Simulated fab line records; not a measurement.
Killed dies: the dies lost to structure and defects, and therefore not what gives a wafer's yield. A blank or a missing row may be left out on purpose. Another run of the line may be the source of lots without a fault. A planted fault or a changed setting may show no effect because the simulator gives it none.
Which tool was responsible? || flow gf180mcu || Sampling: 6 lots, 18 wafers, 3 of 602 route steps

WHAT THE GAUGES SHOWED, per wafer
GF_NWELL_TW_MEAS_11.
{"lot": "L114", "measured": "day 3 20:21", "on": "filmMetro-01", "NWELL_TW": "1545 1549 1558"}
{"lot": "L116", "measured": "day 4 05:41", "on": "filmMetro-03", "NWELL_TW": "1577 1576 1573"}
{"lot": "L119", "measured": "day 5 01:22", "on": "filmMetro-04", "NWELL_TW": "1545 1551 1547"}
{"lot": "L124", "measured": "day 6 02:10", "on": "filmMetro-01", "NWELL_TW": "1558 1552 1550"}
{"lot": "L126", "measured": "day 6 13:22", "on": "filmMetro-01", "NWELL_TW": "1903 1909 1913"}
{"lot": "L135", "measured": "day 8 15:09", "on": "filmMetro-04", "NWELL_TW": "1561 1558 1558"}

TOOL THAT RAN EACH LOT (tool first, then ch and the chambers of the sampled wafers, then the start)
{"lot": "L114", "GF_STI_ETCH_14": "rieSi-01 ch 0,1,2, day 2 11:47", "GF_NWELL_IMPLANT_08": "implanter-04 ch 0, day 3 19:57"}
{"lot": "L116", "GF_STI_ETCH_14": "rieSi-01 ch 0,1,3, day 2 21:29", "GF_NWELL_IMPLANT_08": "implanter-03 ch 0, day 4 05:17"}
{"lot": "L119", "GF_STI_ETCH_14": "rieSi-02 ch 1,3, day 3 12:49", "GF_NWELL_IMPLANT_08": "implanter-03 ch 0, day 5 00:59"}
{"lot": "L124", "GF_STI_ETCH_14": "rieSi-01 ch 0,1,2, day 4 17:07", "GF_NWELL_IMPLANT_08": "implanter-02 ch 0, day 6 01:48"}
{"lot": "L126", "GF_STI_ETCH_14": "rieSi-02 ch 1,2, day 5 03:22", "GF_NWELL_IMPLANT_08": "implanter-02 ch 0, day 6 12:39"}
{"lot": "L135", "GF_STI_ETCH_14": "rieSi-01 ch 0,1,2, day 7 02:40", "GF_NWELL_IMPLANT_08": "implanter-03 ch 0, day 8 14:45"}
- GF_STI_ETCH_14: etches Si in HBr/Cl2/O2, target depth 360 nm, time 102.9 s.
- GF_NWELL_IMPLANT_08

THE ANSWER, worked out from the rows above alone
Rule: the usual values come from the lots themselves. The widest of any qualifying gaps counts: lots, ordered by their means at a reading, are off when they make up no more than a third of the lots, leave a main group of 4 or more, and stand apart from it by 3 or more times the standard deviation of that group's means. A main group whose means are all the same, to the digits that the tables above print for the reading, isn't used. Also off: a lot with no number at a reading for which 4 or more lots have one. Any other lot the step has rows for is counted as sound.
Off: at GF_NWELL_TW_MEAS_11 (NWELL_TW), L126. Mean 1557 and standard deviation 9.8 in the main group.
A tool fits if, at a process step before that reading, it ran every lot that is off, and no sound lot after the first of them. Those tools and the gauges at GF_NWELL_TW_MEAS_11 are tried in the same way. Can't be told from this: 3 tools fit, rieSi-02 at GF_STI_ETCH_14, implanter-02 at GF_NWELL_IMPLANT_08, filmMetro-01 at GF_NWELL_TW_MEAS_11.

WHAT THE SIMULATOR HAD INSERTED
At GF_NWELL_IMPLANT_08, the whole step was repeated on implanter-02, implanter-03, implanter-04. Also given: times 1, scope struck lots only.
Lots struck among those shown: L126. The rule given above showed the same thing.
